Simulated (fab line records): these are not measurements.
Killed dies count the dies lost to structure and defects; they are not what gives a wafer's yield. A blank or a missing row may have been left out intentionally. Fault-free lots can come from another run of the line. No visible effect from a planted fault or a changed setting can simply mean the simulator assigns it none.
Struck lot and sound lot, side by side :: flow sky130 :: 44 out of 708 route steps
Sound: these wafers, L735.1, L735.2, L735.4. Struck: wafer L741.3; the same lot's L741.2 was not struck, so it is left out; see the end for the cause.
At each step with rows: each side's tool, then ch and its chambers, then its first start. Under that, the readings that differ: sound wafers :: struck wafers :: difference of the means :: sigmas: that difference in standard deviations of wafers without a fault.
alike: a reading whose means differ by less than 2 such deviations, as well as words and numbers matching on both sides. not compared: withheld readings; readings where some wafer has no value; bounds like >300 that might hide an equal value; numbers whose values overlap and for which the record gives no deviation.
A row with sigmas, a row that says differs or no value, or rows on one side alone: a step with any of these is where the two part. Numbers that have no deviation but don't overlap get no sigmas and don't part them. A reading that every wafer of one side lacks parts them only if that side has two wafers or more.

first, 2 steps without rows for these wafers: SKY_LOCAL_INTERCONNECT_PEB_09; SKY_LOCAL_INTERCONNECT_DEVELOP_10 (develop time 60 s).
SKY_LOCAL_INTERCONNECT_CD_MEAS_11 targets a cd of 170 nm.
  sound on cd-sem-01, day 32 20:50; struck on cd-sem-01, day 34 12:24
  alike: cd-nm
SKY_LOCAL_INTERCONNECT_OVL_MEAS_12:
  sound on overlay-02, day 32 20:57; struck on overlay-01, day 34 12:31
  alike: LOCAL_INTERCONNECT_OVL
SKY_LOCAL_INTERCONNECT_ETCH_13: etches BARC in N2/H2, stops on SiO2, time 45.9 s, target depth 60 nm.
  sound on rie-metal-04 ch 0,1, day 32 20:59; struck on rie-metal-03 ch 1, day 34 12:32
reading: throttle-valve-pct (%)
sound: 13.223 13.224 13.214
struck: 13.238
difference: +0.018
sigmas: +2
  alike: drypump-motor-current-A, he-backside-leak-sccm, oes-product-au
  not compared: rf-hours-counter-h
then, 5 steps without rows for these wafers: SKY_LOCAL_INTERCONNECT_METAL_ETCH_14 (etches TiN in Cl2/BCl3, stops on PSG, target depth 110 nm, time 31.4 s); SKY_LOCAL_INTERCONNECT_STRIP_15 (strips in O2/N2); SKY_LOCAL_INTERCONNECT_STRIP_16 (strips in post etch residue remover, time 1200 s); SKY_LOCAL_INTERCONNECT_CLEAN_17 (cleans in IPA, time 180 s); SKY_LOCAL_INTERCONNECT_CLEAN_18 (cleans in O3/DIW).
SKY_CONTACT_CVD_00: deposits Si3N4, target thk 75 nm.
  sound on pecvd-04 ch 0,1, day 32 21:45; struck on pecvd-02 ch 2, day 34 13:15
  alike: heater-power-w
SKY_CONTACT_THK_MEAS_01:
  sound on film-metro-02, day 32 21:48; struck on film-metro-02, day 34 13:17
  alike: CONTACT_CVD_00_THK
SKY_CONTACT_HDPCVD_02: deposits SiO2, target thk 565 nm, time 94.2 s.
  sound on hdpcvd-02 ch 0,1,2, day 32 21:52; struck on hdpcvd-02 ch 2, day 34 13:20
reading: model.SiO2_of_CONTACT_HDPCVD_02.thk-nm (nm)
sound: 552.7 561 562.3
struck: 229.1
difference: -329.6
sigmas: 
SKY_CONTACT_THK_MEAS_03:
  sound on film-metro-03, day 32 21:56; struck on film-metro-01, day 34 13:25
reading: CONTACT_HDPCVD_THK (nm)
sound: 553 561 562
struck: 229
difference: -330
sigmas: -50
SKY_CONTACT_CMP_04: polishes SiO2.
  sound on cmp-01 ch 0,2,3, day 32 22:02; struck on cmp-02 ch 1, day 34 13:31
reading: slurry-filter-dp-kPa (kPa)
sound: 13.50 13.41 13.56
struck: 13.79
difference: +0.30
sigmas: +2

reading: time-to-endpoint-s (s)
sound: 77 79 82
struck: 44
difference: -35
sigmas: -10
  alike: head-pressure-psi, motor-current-A
SKY_CONTACT_BOW_MEAS_05:
  sound on film-metro-01, day 32 22:17; struck on film-metro-01, day 34 13:49
  alike: CONTACT_BOW
then, 8 steps without rows for these wafers: SKY_CONTACT_DEHYDRATE_06 (time 60 s); SKY_CONTACT_HMDS_07 (prime time 60 s); SKY_CONTACT_COAT_08 (resist thk 60 nm); SKY_CONTACT_COAT_09 (resist thk 450 nm); SKY_CONTACT_SOFTBAKE_10 (time 90 s); SKY_CONTACT_EXPOSE_11 (exposes mask CTM1, target cd 170 nm); SKY_CONTACT_PEB_12; SKY_CONTACT_DEVELOP_13 (develop time 60 s).
SKY_CONTACT_CD_MEAS_14 targets a cd of 170 nm.
  sound on cd-sem-02, day 34 00:02; struck on cd-sem-02, day 35 16:05
reading: cd-nm (nm)
sound: 169.8 170.3 169.1
struck: 172.3
difference: +2.6
sigmas: +2
SKY_CONTACT_OVL_MEAS_15:
  sound on overlay-02, day 34 00:09; struck on overlay-01, day 35 16:12
  alike: CONTACT_OVL
SKY_CONTACT_ETCH_16: etches BARC in N2/H2, stops on SiO2, time 45.9 s, target depth 60 nm.
  sound on rie-diel-03 ch 0,1,3, day 34 00:11; struck on rie-diel-01 ch 3, day 35 16:14
  alike: drypump-motor-current-A, oes-product-au, throttle-valve-pct
  not compared: rf-hours-counter-h
SKY_CONTACT_ETCH_17: etches SiO2 in C4F8/O2/Ar, stops on Si3N4, target depth 340 nm.
  sound on rie-diel-03 ch 0,1,3, day 34 00:14; struck on rie-diel-01 ch 3, day 35 16:17
reading: oes-product-au (a.u.)
sound: 0.893 0.886 0.892
struck: 0.722
difference: -0.168
sigmas: -40

reading: model.CONTACT.feature-depth-nm (nm)
sound: 339.1 340.1 339.9
struck: 229.1
difference: -110.6
sigmas: 

reading: model.etch.depth-nm (nm)
sound: 339.1 340.1 339.9
struck: 229.1
difference: -110.6
sigmas: 
then, 7 steps without rows for these wafers: SKY_CONTACT_ETCH_18 (etches Si3N4 in CHF3/O2, stops on TiN, time 39 s, target depth 75 nm); SKY_CONTACT_STRIP_19 (strips in O2/N2); SKY_CONTACT_STRIP_20 (strips in post etch residue remover, time 1200 s); SKY_CONTACT_CLEAN_21 (cleans in IPA, time 180 s); SKY_CONTACT_CLEAN_22 (cleans in O3/DIW); SKY_CONTACT_SPUTTER_23 (material TiN, target thk 20 nm, time 80 s); SKY_CONTACT_CVD_24 (deposits W, target thk 340 nm, time 102.12 s).
SKY_CONTACT_RS_MEAS_25: measurement is done with a four-point probe.
  sound on film-metro-01, day 34 01:08; struck on film-metro-01, day 35 17:32
  alike: CONTACT_W_RS
SKY_CONTACT_THK_MEAS_26: measures by xrf.
  sound on film-metro-01, day 34 01:15; struck on film-metro-01, day 35 17:38
  alike: CONTACT_W_THK
then, 3 steps without rows for these wafers: SKY_CONTACT_CMP_27 (polishes, stops on SiO2, t overpolish 15 s, target thk 0 nm); SKY_METAL1_SPUTTER_00 (material Ti, target thk 15 nm, time 10 s); SKY_METAL1_SPUTTER_01 (material TiN, target thk 20 nm, time 16.7 s).
SKY_METAL1_SPUTTER_02: material AlCu, target thk 250 nm, time 13.3 s.
  sound on pvd-sputter-03, day 34 01:39; struck on pvd-sputter-01, day 35 18:02
  alike: throttle-valve-pct
SKY_METAL1_SPUTTER_03: material Ti, target thk 5 nm, time 3.3 s.
  sound on pvd-sputter-03, day 34 01:41; struck on pvd-sputter-01, day 35 18:04
  alike: throttle-valve-pct
SKY_METAL1_METAL_ETCH_19: etches the open film in Cl2/BCl3, stops on SiO2, target depth 360 nm, time 78 s.
  sound on rie-metal-01 ch 0,1, day 35 04:52; struck on rie-metal-02 ch 1, day 36 20:50
reading: model.SiO2_of_CONTACT_HDPCVD_02.thk-nm (nm)
sound: 325 326.3 325.7
struck: 215.2
difference: -110.5
sigmas: 
  alike: drypump-motor-current-A, he-backside-leak-sccm, mfc-cl2-sccm, oes-product-au, throttle-valve-pct
  not compared: rf-hours-counter-h
-- the record jumps here: 12 days lie between the struck wafers' starts before and after (it left off in module METAL1 and takes up again in module PAD_OPEN, whose first step shown is number 708 of the route) --
SKY_PAD_OPEN_PROBE_99:
  sound on prober-01, day 47 19:46; struck on prober-02, day 49 00:17
reading: model.etest.met1-comb.leak-log10-a-um
sound: -12.08 -12.05 -12.15
struck: -7.1
difference: +5.0
sigmas: 

== WHERE THEY PART ==
First at SKY_LOCAL_INTERCONNECT_ETCH_13; last, within this record, at SKY_CONTACT_ETCH_17. Later steps at which nothing parts them and some readings are alike: SKY_CONTACT_RS_MEAS_25, SKY_CONTACT_THK_MEAS_26, SKY_METAL1_SPUTTER_02, SKY_METAL1_SPUTTER_03, SKY_METAL1_METAL_ETCH_19.

WHY: the cause the simulator had injected
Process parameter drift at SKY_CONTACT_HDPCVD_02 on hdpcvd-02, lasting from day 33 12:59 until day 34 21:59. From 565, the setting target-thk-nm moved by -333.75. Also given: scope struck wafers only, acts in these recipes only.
